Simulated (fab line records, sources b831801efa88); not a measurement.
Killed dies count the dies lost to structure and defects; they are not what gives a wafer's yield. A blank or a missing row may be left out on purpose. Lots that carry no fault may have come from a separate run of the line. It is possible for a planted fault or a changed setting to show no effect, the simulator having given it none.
The same fault as seen by 2 desks ; flow sky130 ; only its own numbers are on each desk; what lay behind them is given at the end

== THE TOOL OWNER'S DESK: cvdW-01 ==
The tool's own readings at SKY_VIA1_CVD_21 (deposits W, target thk 270 nm, time 80.902 s): means of the sampled wafers that have a number, for each lot that ran on this tool. Marked OUT: a lot whose mean sits more than 4 standard deviations from the usual mean, which makes it out of limits; the brackets give that distance.
Columns: A = heaterPowerW at SKY_VIA1_CVD_21, usual 867 W
lot;first seen here;A
L418;day 34 07:55;812
L422;day 36 05:25;797
L423;day 36 06:06;854
L424;day 36 10:40;843
L426;day 37 03:48;900
L430;day 38 04:23;850
L436;day 39 21:07;832
L435;day 40 06:50;837
Finding of this desk: none of the 8 lots has anything out of limits.

== AT THE METROLOGY DESK ==
What the gauges read for every lot (on any tool): the sampled wafers with a number, averaged. Marked OUT: a lot whose mean sits more than 4 standard deviations from the usual mean, which makes it out of limits; the brackets give that distance.
Columns: A = cdNm at SKY_VIA1_CD_MEAS_12, usual 149.4 nm; B = VIA1_W_RS at SKY_VIA1_RS_MEAS_22, usual 0.431 ohm/sq; C = VIA1_W_THK at SKY_VIA1_THK_MEAS_23, usual 271 nm
lot;first seen here;A;B;C
L418;day 34 06:52;148.2;0.432;271
L422;day 36 04:31;152.7;0.430;271
L423;day 36 05:11;148.9;0.429;273
L424;day 36 09:46;149.3;0.430;273
L426;day 37 02:55;147.8;0.435;270
L429;day 37 19:48;152.9;0.428;272
L430;day 38 03:27;146.7;0.533 (+24) OUT;229 (-14) OUT
L431;day 38 11:07;150.7;0.426;274
L436;day 39 20:13;149.0;0.538 (+25) OUT;230 (-13) OUT
L435;day 40 05:54;148.1;0.531 (+24) OUT;230 (-13) OUT
L439;day 40 23:03;149.2;0.434;268
This desk finds L430, L435, L436 out of limits, with the earliest case on L430 at day 38 04:29 (VIA1_W_RS at SKY_VIA1_RS_MEAS_22). Within limits: L418, L422, L423, L424, L426, L429, L431, L439.

== ALL TOGETHER ==
Metrology desk: alarm possible at day 38 04:29 on L430, L435, L436.
The desk of the tool owner found nothing out of limits.
Tool owner's desk: L430, L435, L436 on record, inside its limits.
All the named lots went through SKY_VIA1_CVD_21 on cvdW-01.

== WHAT WAS PUT IN BY THE SIMULATOR ==
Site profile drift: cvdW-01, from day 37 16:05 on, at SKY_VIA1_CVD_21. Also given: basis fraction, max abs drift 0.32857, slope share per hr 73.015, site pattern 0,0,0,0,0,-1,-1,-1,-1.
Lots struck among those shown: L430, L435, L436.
Time in hours between the start of the fault and the first out-of-limits reading at each desk: metrology desk, 12.
